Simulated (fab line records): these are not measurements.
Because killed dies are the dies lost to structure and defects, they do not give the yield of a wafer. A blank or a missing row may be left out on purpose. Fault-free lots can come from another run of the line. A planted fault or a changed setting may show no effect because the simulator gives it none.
Which tool is to blame?	flow gf180mcu	Sampling: 14 lots, 42 wafers, 2 of 602 route steps

WHAT THE GAUGES READ, wafer by wafer
GF_V5_THK_MEAS_01.
lot	measured	on	V5_CVD_00_THK (nm)
L136	day 26 07:50	film_metro-01	296.8 297.2 296.7
L138	day 27 00:25	film_metro-02	298.2 301.4 299.2
L140	day 27 20:39	film_metro-02	304.1 298.4 302.6
L141	day 28 07:55	film_metro-02	297.6 298.8 300.9
L143	day 28 11:04	film_metro-04	297.0 296.5 293.4
L144	day 29 01:22	film_metro-01	293.5 297.6 294.8
L145	day 29 04:38	film_metro-04	299.4 300.1 298.6
L146	day 29 11:48	film_metro-01	296.3 294.8 296.2
L147	day 30 01:30	film_metro-01	299.8 300.4 298.7
L148	day 30 14:15	film_metro-01	298.9 293.8 300.7
L157	day 32 10:52	film_metro-02	299.5 299.1 297.4
L158	day 32 11:14	film_metro-04	298.6 299.2 298.8

TOOL THAT RAN EACH LOT (tool first, then ch and the chambers of the sampled wafers, then the start)
lot	GF_HV_LDD_DEVELOP_30
L136	litho_track-02 ch 0, day 11 14:35
L138	litho_track-03 ch 0, day 12 00:54
L140	litho_track-03 ch 0, day 13 01:44
L141	litho_track-02 ch 0, day 13 07:50
L143	litho_track-03 ch 0, day 13 16:39
L144	litho_track-03 ch 0, day 14 05:44
L145	litho_track-01 ch 0, day 14 10:26
L146	litho_track-03 ch 0, day 14 19:26
L147	litho_track-02 ch 0, day 15 05:26
L148	litho_track-01 ch 0, day 15 21:23
L152	litho_track-03 ch 0, day 16 19:57
L154	litho_track-03 ch 0, day 17 06:12
L157	litho_track-02 ch 0, day 18 09:44
L158	litho_track-01 ch 0, day 18 12:16
- GF_HV_LDD_DEVELOP_30: develop time 60 s.

AS READ BY THE TOOLS THEMSELVES (means over the sampled wafers that have a number; for cases with no such wafer, the mark the record gives instead)
GF_HV_LDD_DEVELOP_30.
lot	tool	exhaust_pa (Pa)
L136	litho_track-02	43.8
L138	litho_track-03	45.4
L140	litho_track-03	44.5
L141	litho_track-02	45.4
L143	litho_track-03	45.5
L144	litho_track-03	45.1
L145	litho_track-01	45.6
L146	litho_track-03	45.0
L147	litho_track-02	45.1
L148	litho_track-01	44.7
L152	litho_track-03	45.5
L154	litho_track-03	44.6
L157	litho_track-02	44.8
L158	litho_track-01	45.8

THE ANSWER, worked out from the rows above alone
Rule: usual is defined by the lots themselves. Put in order of their means at a reading, lots are off if they are a third of the lots or fewer, leave a main group of 4 or more, and stand apart from it by a gap of 3 or more times the standard deviation of the main group's means; of several such gaps the widest counts. A main group whose means are all the same, to the digits that the tables above print for the reading, isn't used. Also off: a lot with no number at a reading for which 4 or more lots have one. Any other lot the step has rows for is counted as sound. The gauges are gone through in route order, then the tools' own readings, and for those a lot's mean is taken as printed above. At the first step where some lot is off, the reading lying furthest off is the one used; lots without a number count as furthest.
Nothing can be told from this: no lot is off at any reading shown.

WHAT HAD BEEN PUT IN BY THE SIMULATOR
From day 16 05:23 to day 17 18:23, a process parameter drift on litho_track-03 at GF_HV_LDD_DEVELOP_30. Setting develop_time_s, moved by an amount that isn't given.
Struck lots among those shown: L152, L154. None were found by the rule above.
